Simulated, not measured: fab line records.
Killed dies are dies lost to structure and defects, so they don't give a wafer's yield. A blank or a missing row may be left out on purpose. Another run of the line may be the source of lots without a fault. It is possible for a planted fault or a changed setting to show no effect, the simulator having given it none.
8D (eight disciplines) problem report, filled in by code	flow sky130	the parts of the form that need people (team, actions taken, sign-off) are left out

1. PROBLEM STATEMENT
A mean of 41.61 Torr is read at SKY_CONTACT_CVD_24 for chamber_pressure_Torr, taken on 1 wafer of 1 lot, against 40.01 Torr (standard deviation 0.083) on wafers free of any fault. Relative to the usual mean, that is a shift of +19 standard deviations.
The step: deposits W, target thk 340 nm, time 102.12 s.
The first sign was on wafer L460.1 at day 34 16:16, on cvd_w-01. The record holds 15 wafers of 5 lots with a number at this step. Rule for "out", or "out of limits": more than 4 standard deviations from the usual mean. Any other wafer with a number is counted as sound.

2. WHAT IT IS, WHAT IT ISN'T
question	is	is not
which readings at this step	chamber_pressure_Torr	heater_power_w
which lots	L460	L466, L469, L471, L475
which wafers of those lots	L460.1	L460.2, L460.6
read on which tools	cvd_w-01	cvd_w-02
when	from day 34 16:16	up to then (2 sound wafers); but 12 sound wafers of L466, L469, L471, L475 came after

3. WHAT RULES OUT EACH SUSPECT
Counting: if a tool at a process step up to the reading ran every lot that is out, it stays a suspect. Sound lots after the first of them don't rule it out here, since some wafers of a struck lot are sound.
- rie_diel-02 at SKY_CONTACT_ETCH_16 (etches BARC in N2/H2, stops on SiO2, time 45.9 s, target depth 60 nm): kept. It ran the lot that is out, L460 (day 34 15:28).
- rie_diel-02 at SKY_CONTACT_ETCH_17 (etches SiO2 in C4F8/O2/Ar, stops on Si3N4, target depth 340 nm): kept. It ran the lot that is out, L460 (day 34 15:31).
- rie_diel-02 at SKY_CONTACT_ETCH_18 (etches Si3N4 in CHF3/O2, stops on TiN, time 39 s, target depth 75 nm): kept. It ran the lot that is out, L460 (day 34 15:37). Because SKY_CONTACT_ETCH_18 lacks a start for some lots, the hours and order of its lots are taken from SKY_CONTACT_STRIP_19.
- plasma_asher-02 at SKY_CONTACT_STRIP_19 (strips in O2/N2): kept. It ran the lot that is out, L460 (day 34 15:37).
- pvd_sputter-01 at SKY_CONTACT_SPUTTER_23 (material TiN, target thk 20 nm, time 80 s): kept. It ran the lot that is out, L460 (day 34 16:12).
- cvd_w-01 at SKY_CONTACT_CVD_24 (deposits W, target thk 340 nm, time 102.12 s): kept. It ran the lot that is out, L460 (day 34 16:16). On those wafers its own readings are out: chamber_pressure_Torr.
- Within plasma_asher-02 at SKY_CONTACT_STRIP_19: the wafers that are out ran in chamber 1; their sound lot-mates ran in chamber 0.
- Within cvd_w-01 at SKY_CONTACT_CVD_24: the wafers that are out ran in chamber 1; their sound lot-mates ran in chamber 0.
Left after counting: rie_diel-02 at SKY_CONTACT_ETCH_16, rie_diel-02 at SKY_CONTACT_ETCH_17, rie_diel-02 at SKY_CONTACT_ETCH_18, plasma_asher-02 at SKY_CONTACT_STRIP_19, pvd_sputter-01 at SKY_CONTACT_SPUTTER_23, cvd_w-01 at SKY_CONTACT_CVD_24.

4. THE CAUSE (what the simulator had put in)
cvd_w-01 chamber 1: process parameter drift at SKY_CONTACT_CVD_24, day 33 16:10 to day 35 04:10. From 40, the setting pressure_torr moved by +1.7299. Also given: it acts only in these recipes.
6 suspects survive the count, and this tool is in that group.

5. SEQUENCE OF EFFECTS, ordered by route
Each row: a reading whose mean over the struck wafers that have a number lies more than 3 standard deviations from the usual. Only readings whose record carries a usual standard deviation are examined. hours: median over the lots of the time between each lot's start at the first step of this table that gives one and its start at this step. sigmas: the change, counted in usual standard deviations.
hours	step	reading	usual	on struck wafers	change	sigmas
0	SKY_CONTACT_CVD_24	chamber_pressure_Torr	40.01 Torr	41.61	+1.60	+19
Here are the process steps it includes:
- SKY_CONTACT_CVD_24: deposits W, target thk 340 nm, time 102.12 s.
Later steps that measure or inspect, where all struck wafers having a row at the step show a number for every such reading and not one has moved that far: SKY_CONTACT_RS_MEAS_25.

6. WHAT WOULD HAVE CAUGHT IT SOONER
First out-of-limits reading in this record: day 34 16:16, which is 24 hours after fault onset at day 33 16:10.
